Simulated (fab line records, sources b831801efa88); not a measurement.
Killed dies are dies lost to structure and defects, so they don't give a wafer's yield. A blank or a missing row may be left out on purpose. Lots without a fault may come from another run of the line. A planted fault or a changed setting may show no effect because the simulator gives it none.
fab line records | flow sky130
record lots=15 wafers=45 last_day=50
route steps=708 shown PWDE@52 VT_ADJUST_LVTN@118 VT_ADJUST_NCORE@126 VT_ADJUST_PCH@147
lots that met no fault: from a run of the same line without faults
start_h: hours from the record's first day to the start of the lot's first wafer shown | wait_h: hours since the lot's step before | " the same as in the row above | L1.1+2: a row that stands for several wafers | - no value, or no start given | * or withheld: withheld | < > ~ a bound
route shown NAME@n: a module of which the file shows steps, and the number in the route of the first | usual: mean/standard deviation of fault-free wafers | same: alike in all rows | chamber/n: place in a boat | sites: the reading at each site | _std_site: their standard deviation | _edge_site: outer sites' mean less inner sites' | radius_mm: how far each site lies from the wafer's centre | mask NAME#n: copy n | behind: the tool/chamber that last shaped the wafer | hold: why the lot was held/for how many hours/how that ended | device: the transistor (n, p or np) that didn't switch | end of line: the same wafers' tests at the end of the route | a step without rows: its recipe alone | killed: dies lost to structure and defects at the first sort, not the wafer's yield | map: a wafer's dies, x killed, . not, _ none there
set.NAME: the setting as run; set.NAME@STEP: as run at that earlier step | model.NAME: the simulator's own value behind a step, which no gauge read
steps of the route over a sample of lots; a table a step, a row a wafer
services: from which hour (start_h, from the record's first day; less than 0 if before it) a tool's chamber was out of use, for how many hours, and why
## steps
# step SKY_PWDE_OVL_MEAS_07
# usual PWDE_OVL=-0.4/1.4
# columns lot.wafer tool chamber start_h wait_h PWDE_OVL[nm]
L823.2 overlay-01 - 68.96 - -0.6
L823.3 " - " " -1.0
L823.5 " - " " 0.2
L824.1 overlay-02 - 79.46 - -1.4
L824.3 " - " " -1.8
L824.6 " - " " -0.2
L825.4 overlay-01 - 81.33 - -2.4
L825.5 " - " " 1.3
L825.6 " - " " -2.1
L828.1 overlay-01 - 99.96 - -0.6
L828.2 " - " " 1.0
L828.3 " - " " -0.3
L830.2 overlay-02 - 112.39 - 1.0
L830.3 " - " " 0.2
L830.6 " - " " 1.1
L831.1 overlay-02 - 115.49 - 0.5
L831.4 " - " " 1.1
L831.5 " - " " 1.2
L834.1 overlay-02 - 131.11 - -0.7
L834.4 " - " " -0.4
L834.6 " - " " -0.2
L835.2 overlay-01 - 137.86 - 2.9
L835.4 " - " " 2.6
L835.5 " - " " 1.6
L836.1 overlay-01 - 139.56 - -3.9
L836.2 " - " " -2.5
L836.5 " - " " -1.5
L840.1 overlay-01 - 162.46 - 2.2
L840.3 " - " " -2.0
L840.6 " - " " -0.6
L841.1 overlay-02 - 168.26 - 0.2
L841.2 " - " " 0.5
L841.6 " - " " 0.5
L842.1 overlay-01 - 174.26 - -1.3
L842.2 " - " " -3.2
L842.4 " - " " -2.2
L843.1 overlay-02 - 179.36 - -1.5
L843.3 " - " " 0.0
L843.5 " - " " -1.9
L844.1 overlay-02 - 185.21 - -0.7
L844.2 " - " " -0.5
L844.6 " - " " -0.2
L845.1 overlay-02 - 193.11 - -0.5
L845.2 " - " " -1.1
L845.5 " - " " -0.5
# step SKY_VT_ADJUST_LVTN_TW_MEAS_21
# usual VT_ADJUST_LVTN_2_TW=190.3/0.8
# columns lot.wafer tool chamber start_h wait_h VT_ADJUST_LVTN_2_TW
L823.2 film_metro-03 - 159.07 0.1 191.4
L823.3 " - " " 190.8
L823.5 " - " " 191.6
L824.1 film_metro-04 - 173.29 0.1 190.0
L824.3 " - " " 188.2
L824.6 " - " " 189.3
L825.4 film_metro-01 - 176.45 0.1 190.8
L825.5 " - " " 190.8
L825.6 " - " " 190.9
L828.1 film_metro-03 - 199.09 0.1 190.3
L828.2 " - " " 190.2
L828.3 " - " " 190.4
L830.2 film_metro-03 - 211.93 0.1 191.1
L830.3 " - " " 191.7
L830.6 " - " " 191.2
L831.1 film_metro-04 - 216.41 0.1 189.3
L831.4 " - " " 190.1
L831.5 " - " " 190.4
L834.1 film_metro-01 - 234.87 0.1 190.1
L834.4 " - " " 190.3
L834.6 " - " " 189.7
L835.2 film_metro-03 - 243.17 0.1 190.7
L835.4 " - " " 190.3
L835.5 " - " " 190.8
L836.1 film_metro-04 - 245.74 0.1 190.8
L836.2 " - " " 189.8
L836.5 " - " " 189.9
L840.1 film_metro-03 - 273.64 0.1 190.3
L840.3 " - " " 188.4
L840.6 " - " " 189.1
L841.1 film_metro-04 - 281.97 0.1 189.5
L841.2 " - " " 189.7
L841.6 " - " " 189.6
L842.1 film_metro-04 - 288.91 0.1 191.0
L842.2 " - " " 191.3
L842.4 " - " " 190.9
L843.1 film_metro-01 - 295.34 0.1 190.6
L843.3 " - " " 190.8
L843.5 " - " " 190.5
L844.1 film_metro-03 - 302.54 0.1 190.5
L844.2 " - " " 191.2
L844.6 " - " " 190.7
L845.1 film_metro-01 - 312.57 0.1 190.9
L845.2 " - " " 189.1
L845.5 " - " " 189.2
# step SKY_VT_ADJUST_NCORE_CD_MEAS_07
# recipe target_cd_nm=380
# usual cd_nm=380/3.1
# columns lot.wafer tool chamber start_h wait_h cd_nm
L823.2 cd_sem-01 - 179.31 0.1 382
L823.3 " - " " 384
L823.5 " - " " 384
L824.1 cd_sem-01 - 193.71 0.1 380
L824.3 " - " " 376
L824.6 " - " " 376
L825.4 cd_sem-02 - 196.87 0.1 378
L825.5 " - " " 377
L825.6 " - " " 378
L828.1 cd_sem-01 - 218.39 0.1 374
L828.2 " - " " 379
L828.3 " - " " 376
L830.2 cd_sem-02 - 233.48 0.1 383
L830.3 " - " " 384
L830.6 " - " " 383
L831.1 cd_sem-02 - 238.26 0.1 380
L831.4 " - " " 382
L831.5 " - " " 379
L834.1 cd_sem-01 - 258.76 0.1 379
L834.4 " - " " 379
L834.6 " - " " 381
L835.2 cd_sem-01 - 267.63 0.1 377
L835.4 " - " " 378
L835.5 " - " " 376
L836.1 cd_sem-01 - 270.89 0.1 382
L836.2 " - " " 385
L836.5 " - " " 382
L840.1 cd_sem-01 - 299.39 0.1 384
L840.3 " - " " 381
L840.6 " - " " 385
L841.1 cd_sem-01 - 307.01 0.1 374
L841.2 " - " " 375
L841.6 " - " " 375
L842.1 cd_sem-01 - 314.01 0.1 381
L842.2 " - " " 381
L842.4 " - " " 382
L843.1 cd_sem-02 - 320.06 0.1 384
L843.3 " - " " 381
L843.5 " - " " 380
L844.1 cd_sem-02 - 326.96 0.1 378
L844.2 " - " " 378
L844.6 " - " " 379
L845.1 cd_sem-02 - 338.51 0.1 387
L845.2 " - " " 385
L845.5 " - " " 384
# step SKY_VT_ADJUST_PCH_EXPOSE_04
# recipe mask_id=NWM na=0.6 source_shape=conventional sigma_outer=0.6 polarization=unpolarized target_cd_nm=840 dose_mj=255
# usual exposure_dose_mJ_cm2=255.02/0.27 focus_offset_nm=0.1/0.56
# columns lot.wafer tool chamber start_h wait_h mask exposure_dose_mJ_cm2 focus_offset_nm
L823.2 iline_stepper-02 0 210.93 - NWM#0 255.00 -0.3
L823.3 " 0 " " NWM#0 255.35 0.7
L823.5 " 0 " " NWM#0 255.08 -0.4
L824.1 iline_stepper-02 0 224.01 - NWM#0 255.14 -0.3
L824.3 " 0 " " NWM#0 255.17 -0.4
L824.6 " 0 " " NWM#0 254.83 -0.4
L825.4 iline_stepper-02 0 228.16 - NWM#0 255.13 1.1
L825.5 " 0 " " NWM#0 255.19 -0.5
L825.6 " 0 " " NWM#0 255.15 0.7
L828.1 iline_stepper-01 0 252.45 - NWM#0 254.52 0.6
L828.2 " 0 " " NWM#0 254.46 1.2
L828.3 " 0 " " NWM#0 254.77 0.8
L830.2 iline_stepper-01 0 270.70 - NWM#0 255.44 0.2
L830.3 " 0 " " NWM#0 255.27 0.3
L830.6 " 0 " " NWM#0 255.19 0.7
L831.1 iline_stepper-02 0 275.63 - NWM#0 255.14 0.1
L831.4 " 0 " " NWM#0 255.13 0.5
L831.5 " 0 " " NWM#0 255.21 0.2
L834.1 iline_stepper-01 - 297.03 - NWM#0 - -
L834.4 " - " " NWM#0 - -
L834.6 " - " " NWM#0 - -
L835.2 iline_stepper-02 - 306.13 - NWM#0 - -
L835.4 " - " " NWM#0 - -
L835.5 " - " " NWM#0 - -
L836.1 iline_stepper-01 - 309.33 - NWM#0 - -
L836.2 " - " " NWM#0 - -
L836.5 " - " " NWM#0 - -
L840.1 iline_stepper-02 0 338.58 - NWM#0 254.73 0.3
L840.3 " 0 " " NWM#0 255.26 0.1
L840.6 " 0 " " NWM#0 255.01 -0.2
L841.1 iline_stepper-01 0 345.48 - NWM#0 254.90 -0.5
L841.2 " 0 " " NWM#0 255.24 -0.4
L841.6 " 0 " " NWM#0 255.24 -1.5
L842.1 iline_stepper-01 0 354.65 - NWM#0 255.03 0.3
L842.2 " 0 " " NWM#0 255.25 0.2
L842.4 " 0 " " NWM#0 254.82 0.2
L843.1 iline_stepper-01 0 360.03 - NWM#0 254.58 0.9
L843.3 " 0 " " NWM#0 254.82 1.6
L843.5 " 0 " " NWM#0 254.79 0.2
L844.1 iline_stepper-02 0 367.96 - NWM#0 254.63 -0.1
L844.2 " 0 " " NWM#0 254.41 -0.6
L844.6 " 0 " " NWM#0 254.35 -0.1
L845.1 iline_stepper-02 0 380.45 - NWM#0 254.81 0.5
L845.2 " 0 " " NWM#0 254.70 -0.5
L845.5 " 0 " " NWM#0 254.74 0.3
## services
# columns tool chamber start_h hours kind
iline_stepper-01 - 242.36 3.2 repair
iline_stepper-02 - 276.73 2.0 repair
iline_stepper-01 - 290.10 1.9 repair
iline_stepper-02 0 317.58 - calibration
iline_stepper-01 0 318.23 - calibration
iline_stepper-01 - 325.61 0.9 repair
## key
first_sign step=SKY_VT_ADJUST_PCH_EXPOSE_04 reading=tool_record direction=missing
effect none on later readings
met_at SKY_VT_ADJUST_PCH_EXPOSE_04
struck_lots L834,L835,L836
sort_left_out L834.1,L834.4,L834.6,L835.2,L835.4,L835.5,L836.1,L836.2,L836.5
tester_left_out L834,L835,L836
not_acting_at SKY_PWDE_OVL_MEAS_07,SKY_VT_ADJUST_LVTN_TW_MEAS_21,SKY_VT_ADJUST_NCORE_CD_MEAS_07
onset_between 275.63 297.03
fault kind=skipped_step_whole tool=iline_stepper-01,iline_stepper-02 chamber=- onset_h=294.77 steps=SKY_VT_ADJUST_PCH_EXPOSE_04 scope=struck_lots_only
# tester_left_out: of these lots the tester's yield and bins aren't shown, on N5 and GAA mostly nor the transistor test; their killed dies are dies lost to structure and defects alone, not to doping, threshold or leakage, so they don't give the yield
# sort_left_out: the simulated sort isn't trusted on such a fault, so these wafers' sort isn't shown, and their yield isn't known
